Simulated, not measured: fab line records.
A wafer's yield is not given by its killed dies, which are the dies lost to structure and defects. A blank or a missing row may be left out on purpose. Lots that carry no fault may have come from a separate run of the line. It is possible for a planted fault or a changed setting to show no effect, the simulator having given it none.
Code-filled problem report in 8D (eight disciplines) form || flow gf180mcu || the parts of the form that need people (team, actions taken, sign-off) are left out

1. WHAT IS WRONG
At GF_STI_WET_ETCH_26, run-length-s averages 70 s over 12 wafers from 4 lots, while fault-free wafers read 216 s, standard deviation 3.7. Relative to the usual mean, that is a shift of -39 standard deviations.
The step: etches SiO2 in dHF, target depth 94 nm, time 188 s.
Seen first at day 3 08:13 on wet-bench-01, wafer L325.1. At this step, 42 wafers from 14 lots have a number in the record. By rule, "out" or "out of limits" means more than 4 standard deviations away from the usual mean. Any other wafer with a number is counted as sound.

2. WHAT IT IS AND WHAT IT IS NOT
{"question": "which readings at this step", "is": "run-length-s", "is not": "-"}
{"question": "which lots", "is": "L325, L327, L328, L330", "is not": "L322, L323, L324, L329, L334, L335, L336, L338, L341, L342"}
{"question": "which wafers of those lots", "is": "all that have a number", "is not": "-"}
{"question": "read on which tools", "is": "wet-bench-01", "is not": "wet-bench-03, wet-bench-04"}
{"question": "when", "is": "from day 3 08:13", "is not": "up to then (9 sound wafers); but 21 sound wafers of L329, L334, L335, L336, L338, L341, L342 came after"}

3. SUSPECTS, AND WHAT RULES EACH OUT
Counting: a tool stays on the suspect list if, at a process step up to the reading, it processed all lots that are out and no sound lot following the first of them.
- wet-bench-01 at GF_STI_WET_ETCH_26 (etches SiO2 in dHF, target depth 94 nm, time 188 s): kept. Every lot that is out went through it, starting with L325 (day 3 08:13), and after that it ran no sound lot; the last sound lot it ran before then is L324 (day 3 02:02). Its own run-length-s readings are out on those wafers.
After counting, what remains is wet-bench-01 at GF_STI_WET_ETCH_26.

4. THE CAUSE (what the simulator had put in)
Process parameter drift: wet-bench-01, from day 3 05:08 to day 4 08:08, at GF_STI_WET_ETCH_26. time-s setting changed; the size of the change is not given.
This tool alone remained once counting was done.

5. THE EFFECT CHAIN, in route order
One row per reading whose mean, taken over the struck wafers that have a number, lies over 3 standard deviations from the usual. Only readings whose record carries a usual standard deviation are examined. hours: median over the lots of the time between each lot's start at the first step of this table that gives one and its start at this step. sigmas: the change, counted in usual standard deviations.
{"hours": 0, "step": "GF_STI_WET_ETCH_26", "reading": "run-length-s", "usual": "216 s", "on struck wafers": 70, "change": -146, "sigmas": -39}
It contains these process steps:
- GF_STI_WET_ETCH_26: etches SiO2 in dHF, target depth 94 nm, time 188 s.
Later steps that measure or inspect, where all struck wafers having a row at the step show a number for every such reading and not one has moved that far: GF_PSD_OVL_MEAS_08, GF_CONTACT_RS_MEAS_25.

6. WHAT WOULD HAVE CAUGHT IT SOONER
3 hours passed between the start of the fault at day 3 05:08 and the first reading out of limits in this record, taken at day 3 08:13.
